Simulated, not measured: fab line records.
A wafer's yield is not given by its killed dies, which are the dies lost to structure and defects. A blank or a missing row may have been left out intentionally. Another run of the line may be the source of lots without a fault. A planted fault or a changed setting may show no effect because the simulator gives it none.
Comparing a struck lot with a sound one    flow gf180mcu    27 out of 602 route steps
Sound: the wafers L354.1, L354.2, L354.5. Wafers struck: L356.2, L356.3, L356.6. Last of all comes the cause.
At each step with rows: each side's tool, then ch and its chambers, then its first start. Under that, the readings that differ: sound wafers    struck wafers    difference of the means    sigmas: that difference in standard deviations of wafers without a fault.
alike: readings whose means differ by less than 2 such deviations, and words and numbers that are the same on both sides. not compared: withheld readings, readings that some wafer has no value for, bounds like >300 that may hide the same value, and numbers for which the record gives no deviation and whose values overlap.
The two part at a step that has a row with sigmas, a row that says differs or no value, or rows on one side only. Numbers that have no deviation but don't overlap get no sigmas and don't part them. A reading that every wafer of one side lacks parts them only if that side has two wafers or more.

GF_DNWELL_STRIP_08: strips in O2/N2.
  sound on plasma asher-01 ch 0,1, day 4 06:00; struck on plasma asher-02 ch 0,1, day 4 12:02
  alike: chamber pressure mTorr, drypump motor current A, heater power w, oes product au, strip time to endpoint s
  not compared: rf hours counter h
GF_DNWELL_TW_MEAS_09:
  sound on film metro-01 at day 4 06:06; struck on film metro-04 at day 4 12:09
  alike: DNWELL_TW
then, 7 steps without rows for these wafers: GF_NWELL_DEHYDRATE_00 (time 60 s); GF_NWELL_HMDS_01 (prime time 60 s); GF_NWELL_COAT_02 (resist thk 3000 nm); GF_NWELL_SOFTBAKE_03; GF_NWELL_EXPOSE_04 (exposes mask Nwell, target cd 860 nm); GF_NWELL_PEB_05; GF_NWELL_DEVELOP_06 (develop time 57.94 s).
GF_NWELL_OVL_MEAS_07:
  sound on overlay-02 at day 4 18:37; struck on overlay-02 at day 5 01:13
  alike: NWELL_OVL
then, 2 steps without rows for these wafers: GF_NWELL_IMPLANT_08; GF_NWELL_IMPLANT_09.
GF_NWELL_STRIP_10: strips in O2/N2.
  sound on plasma asher-04 ch 0,1, day 4 18:57; struck on plasma asher-02 ch 1, day 5 01:32
  no value came back on the struck wafers for any of 5 readings (chamber pressure mTorr (mTorr), drypump motor current A (A) and others); on the sound wafers chamber pressure mTorr (mTorr) reads 1498.7 1498.9 1500.5
reading                                  sound  struck          difference  sigmas
model.coat_of_NWELL_COAT_02.thk nm (nm)  0 0 0  3026 3017 3022  +3022       
  not compared: rf hours counter h
GF_NWELL_TW_MEAS_11:
  sound on film metro-03 at day 4 19:03; struck on film metro-02 at day 5 01:39
reading   sound           struck          difference  sigmas
NWELL_TW  1528 1521 1525  1584 1582 1579  +57         +3
then, 7 steps without rows for these wafers: GF_LVPWELL_DEHYDRATE_00 (time 60 s); GF_LVPWELL_HMDS_01 (prime time 60 s); GF_LVPWELL_COAT_02 (resist thk 3000 nm); GF_LVPWELL_SOFTBAKE_03; GF_LVPWELL_EXPOSE_04 (exposes mask LVPWELL, target cd 600 nm); GF_LVPWELL_PEB_05; GF_LVPWELL_DEVELOP_06 (develop time 60 s).
GF_LVPWELL_OVL_MEAS_07:
  sound on overlay-01 at day 5 09:04; struck on overlay-01 at day 5 15:46
  alike: LVPWELL_OVL
then, 2 steps without rows for these wafers: GF_LVPWELL_IMPLANT_08; GF_LVPWELL_IMPLANT_09.
GF_LVPWELL_STRIP_10: strips in O2/N2.
  sound on plasma asher-03 ch 0,1, day 5 09:24; struck on plasma asher-03 ch 0,1, day 5 16:05
reading                       sound              struck             difference  sigmas
oes product au (a.u.)         0.717 0.721 0.721  0.747 0.738 0.745  +0.024      +5
strip time to endpoint s (s)  37.01 36.99 36.91  81.70 81.55 81.57  +44.64      +99 or more
  alike: chamber pressure mTorr, drypump motor current A, heater power w
  not compared: rf hours counter h
GF_LVPWELL_TW_MEAS_11:
  sound on film metro-03 at day 5 09:30; struck on film metro-02 at day 5 16:12
reading     sound        struck    difference  sigmas
LVPWELL_TW  548 549 546  30 30 30  -518        -60
then, 1 step without rows for these wafers: GF_MVSD_DEHYDRATE_00 (time 60 s).

WHERE THEY PART
At GF_NWELL_STRIP_10 first; at GF_LVPWELL_TW_MEAS_11 last (within this record only).

WHY: whatever the simulator had introduced
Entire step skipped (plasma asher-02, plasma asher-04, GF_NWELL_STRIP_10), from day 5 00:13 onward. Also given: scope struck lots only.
